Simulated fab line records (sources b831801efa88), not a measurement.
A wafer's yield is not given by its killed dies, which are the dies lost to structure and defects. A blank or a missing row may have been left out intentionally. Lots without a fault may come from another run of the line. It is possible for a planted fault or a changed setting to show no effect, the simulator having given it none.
Which tool is to blame? :: flow gf180mcu :: 10 lots, 29 wafers sampled, at 6 steps of a route of 602

## WHAT THE GAUGES READ, wafer by wafer
GF_V2_RS_MEAS_24: the measuring method here is four-point-probe.
lot: L427
measured: day 20 06:11
on: film metro-01
V2_W_RS (ohm/sq): 0.332 0.314 0.331

lot: L429
measured: day 21 02:37
on: film metro-03
V2_W_RS (ohm/sq): 0.327 0.334 0.332

lot: L430
measured: day 21 18:09
on: film metro-04
V2_W_RS (ohm/sq): 0.334 0.337 0.329

lot: L432
measured: day 22 09:00
on: film metro-04
V2_W_RS (ohm/sq): 0.333 0.332 0.328

lot: L434
measured: day 22 23:52
on: film metro-03
V2_W_RS (ohm/sq): 0.333 0.331 0.331

lot: L435
measured: day 23 10:52
on: film metro-03
V2_W_RS (ohm/sq): 0.331 0.316 0.314

lot: L436
measured: day 23 19:27
on: film metro-03
V2_W_RS (ohm/sq): 0.320 0.322 0.317

lot: L438
measured: day 24 17:51
on: film metro-01
V2_W_RS (ohm/sq): 0.317 0.314 0.327

lot: L446
measured: day 26 20:18
on: film metro-04
V2_W_RS (ohm/sq): 0.284 0.296 0.283 0.295

lot: L448
measured: day 27 15:36
on: film metro-03
V2_W_RS (ohm/sq): 0.325 0.327 0.328

GF_V2_THK_MEAS_25: measures by xrf.
lot: L427
measured: day 20 06:17
on: film metro-01
V2_W_THK (nm): 362 384 361

lot: L429
measured: day 21 02:44
on: film metro-03
V2_W_THK (nm): 355 349 351

lot: L430
measured: day 21 18:16
on: film metro-04
V2_W_THK (nm): 351 348 355

lot: L432
measured: day 22 09:07
on: film metro-04
V2_W_THK (nm): 350 350 354

lot: L434
measured: day 22 23:59
on: film metro-03
V2_W_THK (nm): 348 354 356

lot: L435
measured: day 23 10:58
on: film metro-03
V2_W_THK (nm): 353 372 376

lot: L436
measured: day 23 19:34
on: film metro-03
V2_W_THK (nm): 366 364 370

lot: L438
measured: day 24 17:58
on: film metro-01
V2_W_THK (nm): 375 377 363

lot: L446
measured: day 27 00:02
on: film metro-04
V2_W_THK (nm): 414 396 413 398

lot: L448
measured: day 27 15:43
on: film metro-03
V2_W_THK (nm): 361 357 356

## WHAT TOOL EACH LOT RAN ON (gives the tool, then ch and the chambers of the sampled wafers, and finally the start)
lot: L427
GF_CONTACT_SPUTTER_22: pvd sputter-02, day 16 01:35
GF_V2_ETCH_16: rie diel-02 ch 0,2,3, day 20 05:16
GF_V2_STRIP_18: plasma asher-02 ch 0,1, day 20 05:25
GF_V2_CVD_23: cvd w-02 ch 0,1, day 20 06:04

lot: L429
GF_CONTACT_SPUTTER_22: pvd sputter-03, day 16 21:23
GF_V2_ETCH_16: rie diel-02 ch 0,1, day 21 01:44
GF_V2_STRIP_18: plasma asher-03 ch 0,1, day 21 01:52
GF_V2_CVD_23: cvd w-01 ch 0,1, day 21 02:30

lot: L430
GF_CONTACT_SPUTTER_22: pvd sputter-03, day 17 11:29
GF_V2_ETCH_16: rie diel-03 ch 0,1,3, day 21 16:56
GF_V2_STRIP_18: plasma asher-02 ch 0,1, day 21 17:04
GF_V2_CVD_23: cvd w-01 ch 0,1, day 21 18:02

lot: L432
GF_CONTACT_SPUTTER_22: pvd sputter-04, day 18 04:05
GF_V2_ETCH_16: rie diel-02 ch 1,2,3, day 22 08:08
GF_V2_STRIP_18: plasma asher-04 ch 0,1, day 22 08:16
GF_V2_CVD_23: cvd w-01 ch 0, day 22 08:53

lot: L434
GF_CONTACT_SPUTTER_22: pvd sputter-03, day 18 18:13
GF_V2_ETCH_16: rie diel-01 ch 0,1, day 22 22:59
GF_V2_STRIP_18: plasma asher-02 ch 0,1, day 22 23:07
GF_V2_CVD_23: cvd w-01 ch 1, day 22 23:44

lot: L435
GF_CONTACT_SPUTTER_22: pvd sputter-03, day 19 05:44
GF_V2_ETCH_16: rie diel-01 ch 1,3, day 23 09:58
GF_V2_STRIP_18: plasma asher-02 ch 0,1, day 23 10:05
GF_V2_CVD_23: cvd w-02 ch 0,1, day 23 10:44

lot: L436
GF_CONTACT_SPUTTER_22: pvd sputter-03, day 19 15:30
GF_V2_ETCH_16: rie diel-01 ch 0,1, day 23 18:35
GF_V2_STRIP_18: plasma asher-03 ch 0,1, day 23 18:43
GF_V2_CVD_23: cvd w-02 ch 0, day 23 19:20

lot: L438
GF_CONTACT_SPUTTER_22: pvd sputter-04, day 20 14:16
GF_V2_ETCH_16: rie diel-03 ch 2,3, day 24 16:59
GF_V2_STRIP_18: plasma asher-02 ch 0,1, day 24 17:07
GF_V2_CVD_23: cvd w-02 ch 0,1, day 24 17:44

lot: L446
GF_CONTACT_SPUTTER_22: pvd sputter-04, day 23 00:20
GF_V2_ETCH_16: rie diel-03 ch 0,1, day 26 19:22
GF_V2_STRIP_18: plasma asher-02 ch 0,1, day 26 19:31
GF_V2_CVD_23: cvd w-01 ch 0,1, day 26 20:11

lot: L448
GF_CONTACT_SPUTTER_22: pvd sputter-03, day 23 19:43
GF_V2_ETCH_16: rie diel-03 ch 1,3, day 27 14:22
GF_V2_STRIP_18: plasma asher-04 ch 0,1, day 27 14:29
GF_V2_CVD_23: cvd w-02 ch 1, day 27 15:28
- GF_CONTACT_SPUTTER_22: material Ti, target thk 15 nm, time 80.02 s.
- GF_V2_ETCH_16: etches BARC in N2/H2.
- GF_V2_STRIP_18: strips in O2/N2.
- GF_V2_CVD_23: deposits W, target thk 350 nm, time 104.94 s.

## AS READ BY THE TOOLS THEMSELVES (means over the sampled wafers that have a number; for cases with no such wafer, the mark the record gives instead)
GF_CONTACT_SPUTTER_22.
lot: L427
tool: pvd sputter-02
throttle valve pct (%): 30.1

lot: L429
tool: pvd sputter-03
throttle valve pct (%): 30.8

lot: L430
tool: pvd sputter-03
throttle valve pct (%): 30.8

lot: L432
tool: pvd sputter-04
throttle valve pct (%): 31.0

lot: L434
tool: pvd sputter-03
throttle valve pct (%): 30.7

lot: L435
tool: pvd sputter-03
throttle valve pct (%): 30.8

lot: L436
tool: pvd sputter-03
throttle valve pct (%): 30.6

lot: L438
tool: pvd sputter-04
throttle valve pct (%): 30.7

lot: L446
tool: pvd sputter-04
throttle valve pct (%): 31.1

lot: L448
tool: pvd sputter-03
throttle valve pct (%): 30.8

GF_V2_ETCH_16.
lot: L427
tool: rie diel-02
bias w (W): 99.93
drypump motor current A (A): 6.0
oes product au (a.u.): 0.853
throttle valve pct (%): 13.217

lot: L429
tool: rie diel-02
bias w (W): 100.02
drypump motor current A (A): 5.6
oes product au (a.u.): 0.852
throttle valve pct (%): 13.220

lot: L430
tool: rie diel-03
bias w (W): 99.87
drypump motor current A (A): 5.9
oes product au (a.u.): 0.855
throttle valve pct (%): 13.219

lot: L432
tool: rie diel-02
bias w (W): 100.04
drypump motor current A (A): 5.8
oes product au (a.u.): 0.860
throttle valve pct (%): 13.219

lot: L434
tool: rie diel-01
bias w (W): 100.38
drypump motor current A (A): 6.2
oes product au (a.u.): 0.857
throttle valve pct (%): 13.220

lot: L435
tool: rie diel-01
bias w (W): 100.12
drypump motor current A (A): 5.9
oes product au (a.u.): 0.856
throttle valve pct (%): 13.230

lot: L436
tool: rie diel-01
bias w (W): 99.76
drypump motor current A (A): 6.2
oes product au (a.u.): 0.855
throttle valve pct (%): 13.223

lot: L438
tool: rie diel-03
bias w (W): 100.04
drypump motor current A (A): 6.0
oes product au (a.u.): 0.853
throttle valve pct (%): 13.222

lot: L446
tool: rie diel-03
bias w (W): 100.12
drypump motor current A (A): 5.8
oes product au (a.u.): 0.857
throttle valve pct (%): 13.229

lot: L448
tool: rie diel-03
bias w (W): 99.98
drypump motor current A (A): 6.3
oes product au (a.u.): 0.851
throttle valve pct (%): 13.218

GF_V2_STRIP_18.
lot: L427
tool: plasma asher-02
drypump motor current A (A): 6.2
heater power w (W): 336
oes product au (a.u.): 0.596

lot: L429
tool: plasma asher-03
drypump motor current A (A): 5.9
heater power w (W): 343
oes product au (a.u.): 0.592

lot: L430
tool: plasma asher-02
drypump motor current A (A): 5.7
heater power w (W): 343
oes product au (a.u.): 0.589

lot: L432
tool: plasma asher-04
drypump motor current A (A): 5.0
heater power w (W): 318
oes product au (a.u.): 0.591

lot: L434
tool: plasma asher-02
drypump motor current A (A): 5.7
heater power w (W): 346
oes product au (a.u.): 0.592

lot: L435
tool: plasma asher-02
drypump motor current A (A): 6.2
heater power w (W): 335
oes product au (a.u.): 0.586

lot: L436
tool: plasma asher-03
drypump motor current A (A): 6.2
heater power w (W): 351
oes product au (a.u.): 0.597

lot: L438
tool: plasma asher-02
drypump motor current A (A): 6.2
heater power w (W): 340
oes product au (a.u.): 0.591

lot: L446
tool: plasma asher-02
drypump motor current A (A): 6.0
heater power w (W): 342
oes product au (a.u.): 0.601

lot: L448
tool: plasma asher-04
drypump motor current A (A): 5.4
heater power w (W): 307
oes product au (a.u.): 0.590

GF_V2_CVD_23.
lot: L427
tool: cvd w-02
heater power w (W): 907
susceptor temp C (C): 400.27

lot: L429
tool: cvd w-01
heater power w (W): 952
susceptor temp C (C): 399.93

lot: L430
tool: cvd w-01
heater power w (W): 890
susceptor temp C (C): 400.07

lot: L432
tool: cvd w-01
heater power w (W): 1009
susceptor temp C (C): 400.29

lot: L434
tool: cvd w-01
heater power w (W): 838
susceptor temp C (C): 400.10

lot: L435
tool: cvd w-02
heater power w (W): 902
susceptor temp C (C): 399.75

lot: L436
tool: cvd w-02
heater power w (W): 877
susceptor temp C (C): 400.28

lot: L438
tool: cvd w-02
heater power w (W): 906
susceptor temp C (C): 399.82

lot: L446
tool: cvd w-01
heater power w (W): 941
susceptor temp C (C): 400.07

lot: L448
tool: cvd w-02
heater power w (W): 948
susceptor temp C (C): 400.13

## THE ANSWER, worked out from the rows above alone
Rule: the usual values come from the lots themselves. Put in order of their means at a reading, lots are off if they are a third of the lots or fewer, leave a main group of 4 or more, and stand apart from it by a gap of 3 or more times the standard deviation of the main group's means; of several such gaps the widest counts. A main group whose means are all the same, to the digits that the tables above print for the reading, isn't used. A lot without any number at a reading at which 4 lots or more have one is off too. Any other lot the step has rows for is counted as sound. After the gauges, taken in route order, come the tools' own readings; for these a lot's mean is taken, as printed above. The first step at which some lot is off is used, and at that step the reading that is off furthest; a lot without a number counts as furthest.
Off: L446, seen at GF_V2_RS_MEAS_24 (V2_W_RS). The main group: mean 0.327 ohm/sq, standard deviation 0.0053.
A tool fits if, at a process step before that reading, it ran every lot that is off, and no sound lot after the first of them. The gauges at GF_V2_RS_MEAS_24 aren't tried: what is off there is off at GF_V2_ETCH_16 too, on other tools, and a gauge's error can't cause that. Can't be told from this: 3 tools fit, pvd sputter-04 at GF_CONTACT_SPUTTER_22, plasma asher-02 at GF_V2_STRIP_18, cvd w-01 at GF_V2_CVD_23.

## WHAT THE SIMULATOR PUT IN
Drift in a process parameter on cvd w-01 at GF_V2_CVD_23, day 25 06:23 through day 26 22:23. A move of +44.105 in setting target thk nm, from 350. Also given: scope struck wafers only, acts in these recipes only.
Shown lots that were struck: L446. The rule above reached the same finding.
